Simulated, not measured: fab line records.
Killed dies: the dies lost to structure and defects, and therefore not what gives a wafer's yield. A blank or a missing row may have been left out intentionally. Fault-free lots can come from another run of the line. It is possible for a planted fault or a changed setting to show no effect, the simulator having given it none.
Matching of chambers ; flow gf180mcu ; GF_STI_CMP_25 on cmp-02: 4 sister chambers
The step polishes, stops on Si3N4, t overpolish 33 s, target thk 524.6 nm. 8 wafers are shown with their chamber, then 9 later ones without.

EACH WAFER AND ITS CHAMBER
wafer;chamber;motor_current_A (A);time_to_endpoint_s (s)
L084.2;2;14.2;123
L085.1;1;10.4;128
L085.3;2;14.8;119
L086.1;1;9.8;122
L086.6;0;13.3;121
L090.3;3;12.8;123
L090.4;0;13.4;123
L090.6;3;13.3;128

WAFERS WITH NO CHAMBER GIVEN
wafer;motor_current_A (A);time_to_endpoint_s (s)
L091.1;14.4;111
L091.4;10.1;124
L091.6;13.7;128
L092.4;13.8;125
L092.5;10.5;126
L092.6;14.8;121
L094.1;15.1;123
L094.4;10.0;127
L094.5;12.7;131

WHICH CHAMBER EACH WENT THROUGH
wafer;from the rows above;in truth
L091.1;can't be placed: 2 or 0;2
L091.4;1;1
L091.6;can't be placed: 3 or 0 or 2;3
L092.4;can't be placed: 0 or 3 or 2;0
L092.5;1;1
L092.6;2;2
L094.1;2;2
L094.4;1;1
L094.5;can't be placed: 3 or 0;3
Placed correctly: 5 of 9. Can't be placed from these rows: 4 (the true chamber is among the candidates in 4). Wrongly placed: 0.
How it was worked out, from the rows above alone: a wafer's distance from a chamber is the root of the sum, over the readings, of the square of ((its reading less the chamber's mean) divided by the reading's scatter). The wafer belongs to the nearest chamber; if the next one is less than 2 further off, it can't be placed. For every chamber, the mean is computed from those of its wafers that are shown. The scatter: take each reading less its chamber's mean, square it, sum over the shown wafers, divide by the number of wafers less the number of chambers, and take the root.
